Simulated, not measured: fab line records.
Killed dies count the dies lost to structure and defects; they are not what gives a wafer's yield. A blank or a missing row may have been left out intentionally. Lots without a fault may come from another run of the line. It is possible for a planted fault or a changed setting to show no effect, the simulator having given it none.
What tool caused it? ; flow sky130 ; 6 lots, 17 wafers sampled, at 1 step of a route of 708

WHAT THE GAUGES READ, wafer by wafer
SKY_METAL2_RS_MEAS_05: measures by four-point-probe.
lot;measured;on;METAL2_ALCU_RS (ohm/sq)
L247;day 34 07:32;filmMetro-02;0.1349 0.1328 0.1347
L251;day 35 14:15;filmMetro-01;0.1322 0.1325 0.1330
L256;day 37 12:42;filmMetro-02;0.1317 0.1311 0.1327
L258;day 38 00:38;filmMetro-03;0.1330 0.1335 0.1327
L260;day 38 11:34;filmMetro-03;0.1341 0.1347 0.1342
L263;day 39 21:35;filmMetro-03;0.1307 0.1305

WHAT TOOL EACH LOT RAN ON (gives the tool, then ch and the chambers of the sampled wafers, and finally the start)
Record: no process step prior to these readings.

THE ANSWER, worked out from the rows above alone
Rule: usual is defined by the lots themselves. Put in order of their means at a reading, lots are off if they are a third of the lots or fewer, leave a main group of 4 or more, and stand apart from it by a gap of 3 or more times the standard deviation of the main group's means; of several such gaps the widest counts. If all means in a main group match to the digits the tables above print for the reading, that group is not used. Also off: a lot with no number at a reading for which 4 or more lots have one. Any other lot the step has rows for is counted as sound.
Across all readings shown, no lot is off: no conclusion can be drawn from this.

WHAT HAD BEEN PUT IN BY THE SIMULATOR
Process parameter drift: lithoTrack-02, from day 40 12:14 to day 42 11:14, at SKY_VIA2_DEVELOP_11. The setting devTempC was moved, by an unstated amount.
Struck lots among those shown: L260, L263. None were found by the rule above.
